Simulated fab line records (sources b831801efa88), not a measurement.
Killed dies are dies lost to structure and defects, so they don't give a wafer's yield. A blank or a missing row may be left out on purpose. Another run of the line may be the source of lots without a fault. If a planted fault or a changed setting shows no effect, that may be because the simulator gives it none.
fab line records | flow sky130
[record] lots = 15 | wafers = 45 | last_day = 50
route steps=708 shown LDD_N@254 SPACER@305 POLY_CUT@314
lots with no fault: from the same line, run without faults
start_h: hours from the record's first day to the start of the lot's first wafer shown | wait_h: hours from the lot's prior step to this one | " same as the row above | L1.1+2: one row covering several wafers at once | - value missing, or start not given | * or withheld: withheld | < > ~ a bound
route shown NAME@n: a module of which the file shows steps, and the number in the route of the first | usual: mean/standard deviation taken from wafers without a fault | same: alike in all rows | chamber/n: place in a boat | sites: each site's reading | _std_site: the values' standard deviation | _edge_site: inner sites' mean taken away from outer sites' mean | radius_mm: how far each site lies from the wafer's centre | mask NAME#n: copy n | behind: the tool/chamber that last shaped the wafer | hold: the reason the lot was held/the length of the hold in hours/how it ended | device: which transistor (n, p or np) failed to switch | end of line: the route-end tests of the same wafers | a step without rows: its recipe alone | killed: dies that structure and defects cost at the first sort, which is not the same as the wafer's yield | map: a wafer's dies, marking killed ones x, the rest . and places with no die _
set.NAME: the setting as run; set.NAME@STEP: as run at that earlier step | model.NAME: the simulator's own value behind a step, which no gauge read
steps of the route over a sample of lots; a table a step, a row a wafer
services: a tool's chamber out of use, with start hour (start_h, from the record's first day; less than 0 if before it), hours out, and reason
[[steps]]
[step SKY_LDD_N_TW_MEAS_17]
[usual] LDD_N_TW = 2574/11
lot.wafer | tool          | chamber | start_h | wait_h | LDD_N_TW
L290.2    | film_metro-04 | -       | 395.54  | 0.1    | 2571
L290.3    | "             | -       | "       | "      | 2559
L290.6    | "             | -       | "       | "      | 2554
L291.1    | film_metro-01 | -       | 407.06  | 0.1    | 2591
L291.5    | "             | -       | "       | "      | 2588
L291.6    | "             | -       | "       | "      | 2584
L292.1    | film_metro-01 | -       | 415.46  | 0.1    | 2569
L292.4    | "             | -       | "       | "      | 2577
L292.5    | "             | -       | "       | "      | 2569
L293.4    | film_metro-01 | -       | 430.24  | 0.1    | 2570
L293.5    | "             | -       | "       | "      | 2574
L293.6    | "             | -       | "       | "      | 2553
L294.1    | film_metro-01 | -       | 435.21  | 0.1    | 2585
L294.2    | "             | -       | "       | "      | 2599
L294.3    | "             | -       | "       | "      | 2592
L295.4    | film_metro-04 | -       | 448.64  | 0.1    | 2567
L295.5    | "             | -       | "       | "      | 2573
L295.6    | "             | -       | "       | "      | 2579
L302.3    | film_metro-01 | -       | 512.55  | 0.1    | 2562
L302.5    | "             | -       | "       | "      | 2561
L302.6    | "             | -       | "       | "      | 2579
L303.3    | film_metro-03 | -       | 521.42  | 0.1    | 2577
L303.5    | "             | -       | "       | "      | 2573
L303.6    | "             | -       | "       | "      | 2573
L305.1    | film_metro-04 | -       | 532.70  | 0.1    | 2571
L305.5    | "             | -       | "       | "      | 2587
L305.6    | "             | -       | "       | "      | 2580
L306.2    | film_metro-01 | -       | 545.22  | 0.1    | 2592
L306.3    | "             | -       | "       | "      | 2595
L306.4    | "             | -       | "       | "      | 2593
L308.1    | film_metro-01 | -       | 557.98  | 0.1    | 2581
L308.3    | "             | -       | "       | "      | 2578
L308.6    | "             | -       | "       | "      | 2578
L309.1    | film_metro-03 | -       | 565.50  | 0.1    | 2591
L309.2    | "             | -       | "       | "      | 2581
L309.3    | "             | -       | "       | "      | 2587
L311.3    | film_metro-04 | -       | 581.92  | 0.1    | 2565
L311.5    | "             | -       | "       | "      | 2574
L311.6    | "             | -       | "       | "      | 2560
L312.2    | film_metro-01 | -       | 591.32  | 0.1    | 2548
L312.4    | "             | -       | "       | "      | 2557
L312.5    | "             | -       | "       | "      | 2561
L313.2    | film_metro-04 | -       | 597.71  | 0.1    | 2571
L313.4    | "             | -       | "       | "      | 2559
L313.6    | "             | -       | "       | "      | 2563
[step SKY_SPACER_THK_MEAS_01]
[recipe] reads = Si3N4_of_SPACER_CVD_00
[usual] SPACER_CVD_00_THK = 43.1/0.38
lot.wafer | tool          | chamber | start_h | wait_h | SPACER_CVD_00_THK[nm]
L290.2    | film_metro-04 | -       | 521.67  | 0.0    | 43.3
L290.3    | "             | -       | "       | "      | 43.2
L290.6    | "             | -       | "       | "      | 43.6
L291.1    | film_metro-03 | -       | 537.11  | 0.0    | 42.7
L291.5    | "             | -       | "       | "      | 42.4
L291.6    | "             | -       | "       | "      | 43.2
L292.1    | film_metro-02 | -       | 540.09  | 0.0    | 43.3
L292.4    | "             | -       | "       | "      | 42.9
L292.5    | "             | -       | "       | "      | 43.4
L293.4    | film_metro-04 | -       | 556.59  | 0.0    | 43.7
L293.5    | "             | -       | "       | "      | 43.2
L293.6    | "             | -       | "       | "      | 43.7
L294.1    | film_metro-02 | -       | 565.62  | 0.0    | 43.5
L294.2    | "             | -       | "       | "      | 43.9
L294.3    | "             | -       | "       | "      | 44.3
L295.4    | film_metro-03 | -       | 572.14  | 0.0    | 42.2
L295.5    | "             | -       | "       | "      | 42.4
L295.6    | "             | -       | "       | "      | 42.4
L302.3    | film_metro-02 | -       | 633.38  | 0.0    | 42.5
L302.5    | "             | -       | "       | "      | 42.5
L302.6    | "             | -       | "       | "      | 42.8
L303.3    | film_metro-04 | -       | 640.83  | 0.0    | 42.7
L303.5    | "             | -       | "       | "      | 42.6
L303.6    | "             | -       | "       | "      | 42.2
L305.1    | film_metro-03 | -       | 652.20  | 0.0    | 42.9
L305.5    | "             | -       | "       | "      | 42.8
L305.6    | "             | -       | "       | "      | 43.2
L306.2    | film_metro-03 | -       | 665.89  | 0.0    | 43.3
L306.3    | "             | -       | "       | "      | 43.3
L306.4    | "             | -       | "       | "      | 43.0
L308.1    | film_metro-02 | -       | 675.28  | 0.0    | 42.9
L308.3    | "             | -       | "       | "      | 42.5
L308.6    | "             | -       | "       | "      | 42.9
L309.1    | film_metro-04 | -       | 685.13  | 0.0    | 43.1
L309.2    | "             | -       | "       | "      | 43.0
L309.3    | "             | -       | "       | "      | 43.2
L311.3    | film_metro-04 | -       | 698.71  | 0.0    | 43.3
L311.5    | "             | -       | "       | "      | 43.0
L311.6    | "             | -       | "       | "      | 43.2
L312.2    | film_metro-04 | -       | 708.26  | 0.0    | 43.3
L312.4    | "             | -       | "       | "      | 43.3
L312.5    | "             | -       | "       | "      | 43.3
L313.2    | film_metro-03 | -       | 712.61  | 0.0    | 42.8
L313.4    | "             | -       | "       | "      | 43.0
L313.6    | "             | -       | "       | "      | 43.1
[step SKY_SPACER_ETCHBACK_02]
[recipe] chemistry = CH3F/O2 | target = Si3N4 | stop_on = SiO2 | source_w = 400 | bias_w = 80 | pressure_mtorr = 25 | ch3f_flow_sccm = 40 | O2_flow_sccm = 30 | time_s = 46.7 | target_depth_a = 450
[usual] drypump_motor_current_A = 5.9/0.56 | oes_product_au = 0.854/0.0062 | throttle_valve_pct = 10.563/0.0084
lot.wafer | tool        | chamber | start_h | wait_h | drypump_motor_current_A | oes_product_au | rf_hours_counter_h | throttle_valve_pct
L290.2    | rie_diel-04 | 1       | 521.72  | 0.0    | 6.3                     | 0.864          | 7                  | 10.547
L290.3    | "           | 2       | "       | "      | 6.4                     | 0.858          | 8                  | 10.573
L290.6    | "           | 3       | "       | "      | 6.3                     | 0.867          | -                  | 10.553
L291.1    | rie_diel-04 | 1       | 537.17  | 0.1    | 6.3                     | 0.849          | 8                  | 10.555
L291.5    | "           | 3       | "       | "      | 6.3                     | 0.851          | -                  | 10.556
L291.6    | "           | 1       | "       | "      | 6.3                     | 0.852          | -                  | 10.562
L292.1    | rie_diel-04 | 3       | 540.15  | 0.1    | 6.3                     | 0.857          | 15                 | 10.577
L292.4    | "           | 1       | "       | "      | 6.3                     | 0.846          | 8                  | 10.563
L292.5    | "           | 2       | "       | "      | 6.4                     | 0.859          | -                  | 10.561
L293.4    | rie_diel-01 | 0       | 556.65  | 0.0    | 5.8                     | 0.863          | -                  | 10.569
L293.5    | "           | 2       | "       | "      | 5.1                     | 0.855          | -                  | 10.567
L293.6    | "           | 3       | "       | "      | 4.8                     | 0.862          | -                  | 10.552
L294.1    | rie_diel-01 | 3       | 565.68  | 0.1    | 4.8                     | 0.861          | 50                 | 10.559
L294.2    | "           | 0       | "       | "      | 5.8                     | 0.855          | 71                 | 10.558
L294.3    | "           | 2       | "       | "      | 5.1                     | 0.867          | 3                  | 10.561
L295.4    | rie_diel-01 | 2       | 572.19  | 0.0    | 5.1                     | 0.841          | -                  | 10.544
L295.5    | "           | 0       | "       | "      | 5.8                     | 0.850          | -                  | 10.571
L295.6    | "           | 3       | "       | "      | 4.8                     | 0.835          | -                  | 10.553
L302.3    | rie_diel-01 | 1       | 633.42  | 0.0    | 4.9                     | 0.848          | 1                  | 10.581
L302.5    | "           | 1       | "       | "      | 4.9                     | 0.850          | -                  | 10.573
L302.6    | "           | 0       | "       | "      | 5.8                     | 0.860          | -                  | 10.570
L303.3    | rie_diel-04 | 0       | 640.87  | 0.0    | 5.9                     | 0.846          | 2                  | 10.572
L303.5    | "           | 0       | "       | "      | 5.9                     | 0.848          | -                  | 10.564
L303.6    | "           | 2       | "       | "      | 6.4                     | 0.841          | -                  | 10.562
L305.1    | rie_diel-04 | 1       | 652.26  | 0.1    | 6.3                     | 0.854          | 10                 | 10.573
L305.5    | "           | 1       | "       | "      | 6.3                     | 0.860          | -                  | 10.557
L305.6    | "           | 2       | "       | "      | 6.4                     | 0.858          | -                  | 10.572
L306.2    | rie_diel-04 | 2       | 665.94  | 0.0    | 6.4                     | 0.862          | 12                 | 10.571
L306.3    | "           | 3       | "       | "      | 6.3                     | 0.866          | 17                 | 10.561
L306.4    | "           | 0       | "       | "      | 5.9                     | 0.852          | 2                  | 10.573
L308.1    | rie_diel-04 | 3       | 675.34  | 0.1    | 6.3                     | 0.854          | 17                 | 10.573
L308.3    | "           | 1       | "       | "      | 6.3                     | 0.854          | 11                 | 10.547
L308.6    | "           | 1       | "       | "      | 6.3                     | 0.856          | -                  | 10.554
L309.1    | rie_diel-04 | 3       | 685.19  | 0.1    | 6.3                     | 0.846          | 17                 | 10.576
L309.2    | "           | 0       | "       | "      | 5.9                     | 0.852          | 3                  | 10.561
L309.3    | "           | 2       | "       | "      | 6.4                     | 0.851          | 12                 | 10.559
L311.3    | rie_diel-04 | 1       | 698.75  | 0.0    | 6.3                     | 0.856          | 11                 | 10.563
L311.5    | "           | 2       | "       | "      | 6.4                     | 0.853          | -                  | 10.555
L311.6    | "           | 3       | "       | "      | 6.3                     | 0.856          | -                  | 10.548
L312.2    | rie_diel-04 | 0       | 708.31  | 0.0    | 5.9                     | 0.858          | 3                  | 10.570
L312.4    | "           | 1       | "       | "      | 6.3                     | 0.857          | 12                 | 10.561
L312.5    | "           | 0       | "       | "      | 5.9                     | 0.856          | -                  | 10.557
L313.2    | rie_diel-01 | 2       | 712.66  | 0.0    | 5.1                     | 0.866          | 5                  | 10.564
L313.4    | "           | 0       | "       | "      | 5.8                     | 0.850          | -                  | 10.565
L313.6    | "           | 2       | "       | "      | 5.1                     | 0.856          | -                  | 10.573
[step SKY_POLY_CUT_DEVELOP_07]
[recipe] develop_time_s = 60 | resist = KrF-thick | dev_temp_c = 21
[usual] chill_plate_temp_C = 23.00/0.11 | develop_time_s = 60/0
lot.wafer | tool           | chamber | start_h | wait_h | chill_plate_temp_C | develop_time_s
L290.2    | litho_track-02 | 0       | 552     | -      | 23.09              | 60
L290.3    | "              | 0       | "       | "      | 22.98              | 60
L290.6    | "              | 0       | "       | "      | 23.04              | 60
L291.1    | litho_track-02 | 0       | 566     | -      | 23.14              | 60
L291.5    | "              | 0       | "       | "      | 23.14              | 60
L291.6    | "              | 0       | 567     | -      | 23.12              | 60
L292.1    | litho_track-04 | 0       | 569     | -      | 22.99              | 60
L292.4    | "              | 0       | 570     | -      | 23.09              | 60
L292.5    | "              | 0       | "       | "      | 23.07              | 60
L293.4    | litho_track-03 | -       | 585     | -      | -                  | -
L293.5    | "              | -       | "       | "      | -                  | -
L293.6    | "              | -       | 586     | -      | -                  | -
L294.1    | litho_track-02 | -       | 594     | -      | -                  | -
L294.2    | "              | -       | 595     | -      | -                  | -
L294.3    | "              | -       | "       | "      | -                  | -
L295.4    | litho_track-03 | -       | 601     | -      | -                  | -
L295.5    | "              | -       | "       | "      | -                  | -
L295.6    | "              | -       | "       | "      | -                  | -
L302.3    | litho_track-04 | 0       | 662     | -      | 22.96              | 60
L302.5    | "              | 0       | "       | "      | 23.00              | 60
L302.6    | "              | 0       | "       | "      | 23.02              | 60
L303.3    | litho_track-03 | 0       | 669     | -      | 23.07              | 60
L303.5    | "              | 0       | "       | "      | 23.09              | 60
L303.6    | "              | 0       | "       | "      | 22.95              | 60
L305.1    | litho_track-02 | 0       | 680     | -      | 23.09              | 60
L305.5    | "              | 0       | 681     | -      | 23.10              | 60
L305.6    | "              | 0       | "       | "      | 22.99              | 60
L306.2    | litho_track-04 | 0       | 694     | -      | 23.14              | 60
L306.3    | "              | 0       | "       | "      | 23.11              | 60
L306.4    | "              | 0       | "       | "      | 23.03              | 60
L308.1    | litho_track-02 | 0       | 702     | -      | 22.89              | 60
L308.3    | "              | 0       | "       | "      | 22.97              | 60
L308.6    | "              | 0       | "       | "      | 23.03              | 60
L309.1    | litho_track-02 | 0       | 712     | -      | 22.92              | 60
L309.2    | "              | 0       | "       | "      | 22.96              | 60
L309.3    | "              | 0       | "       | "      | 22.93              | 60
L311.3    | litho_track-03 | 0       | 726     | -      | 23.08              | 60
L311.5    | "              | 0       | "       | "      | 22.94              | 60
L311.6    | "              | 0       | "       | "      | 22.95              | 60
L312.2    | litho_track-04 | 0       | 736     | -      | 22.83              | 60
L312.4    | "              | 0       | "       | "      | 22.90              | 60
L312.5    | "              | 0       | "       | "      | 22.99              | 60
L313.2    | litho_track-02 | 0       | 739     | -      | 23.21              | 60
L313.4    | "              | 0       | "       | "      | 23.01              | 60
L313.6    | "              | 0       | "       | "      | 23.09              | 60
[[services]]
tool        | chamber | start_h | hours | kind
rie_diel-04 | 0       | 509.86  | 15.1  | repair
rie_diel-01 | 3       | 523.83  | 1.8   | repair
rie_diel-04 | 0       | 524.97  | -     | clean
rie_diel-04 | 0       | 524.97  | 14.1  | scheduled_down
rie_diel-04 | 0       | 524.97  | 14.1  | vent_cycle
rie_diel-04 | 1       | 541.87  | 9.1   | repair
rie_diel-01 | 1       | 547.00  | -     | clean
rie_diel-01 | 1       | 547.00  | 25.5  | scheduled_down
rie_diel-01 | 1       | 547.00  | 25.5  | vent_cycle
rie_diel-01 | -       | 562.60  | 2.8   | pm
rie_diel-01 | -       | 566.10  | 1.1   | repair
rie_diel-04 | 1       | 570.94  | 2.2   | repair
rie_diel-01 | 0       | 588.38  | -     | clean
rie_diel-01 | 0       | 588.38  | 12.9  | scheduled_down
rie_diel-01 | 0       | 588.38  | 12.9  | vent_cycle
rie_diel-04 | 1       | 599.32  | 7.9   | repair
rie_diel-04 | 3       | 631.58  | 29.8  | repair
rie_diel-04 | 0       | 641.52  | 21.9  | repair
rie_diel-01 | 3       | 694.33  | -     | clean
rie_diel-01 | 3       | 694.33  | 33.1  | scheduled_down
rie_diel-01 | 3       | 694.33  | 33.1  | vent_cycle
rie_diel-04 | 2       | 714.04  | 2.8   | repair
[[key]]
[first_sign] step = SKY_POLY_CUT_DEVELOP_07 | reading = tool_record | direction = missing
effect none on later readings
met_at SKY_POLY_CUT_DEVELOP_07
struck_lots L293,L294,L295
later_rows_left_out L293.4,L293.5,L293.6,L294.1,L294.2,L294.3,L295.4,L295.5,L295.6
sort_left_out L293.4,L293.5,L293.6,L294.1,L294.2,L294.3,L295.4,L295.5,L295.6
tester_left_out L293,L294,L295
not_acting_at SKY_LDD_N_TW_MEAS_17,SKY_SPACER_THK_MEAS_01,SKY_SPACER_ETCHBACK_02
onset_between 566 585
[fault] kind = skipped_step_whole | tool = litho_track-02,litho_track-03 | chamber = - | onset_h = 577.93 | steps = SKY_POLY_CUT_DEVELOP_07 | scope = struck_lots_only
// tester_left_out: of these lots the tester's yield and bins aren't shown, on N5 and GAA mostly nor the transistor test; their killed dies are dies lost to structure and defects alone, not to doping, threshold or leakage, so they don't give the yield
// sort_left_out: the simulated sort isn't trusted on such a fault, so these wafers' sort isn't shown, and their yield isn't known
// later_rows_left_out: the simulator's readings of these wafers behind a module that went badly wrong aren't trusted and aren't shown, but for the sort
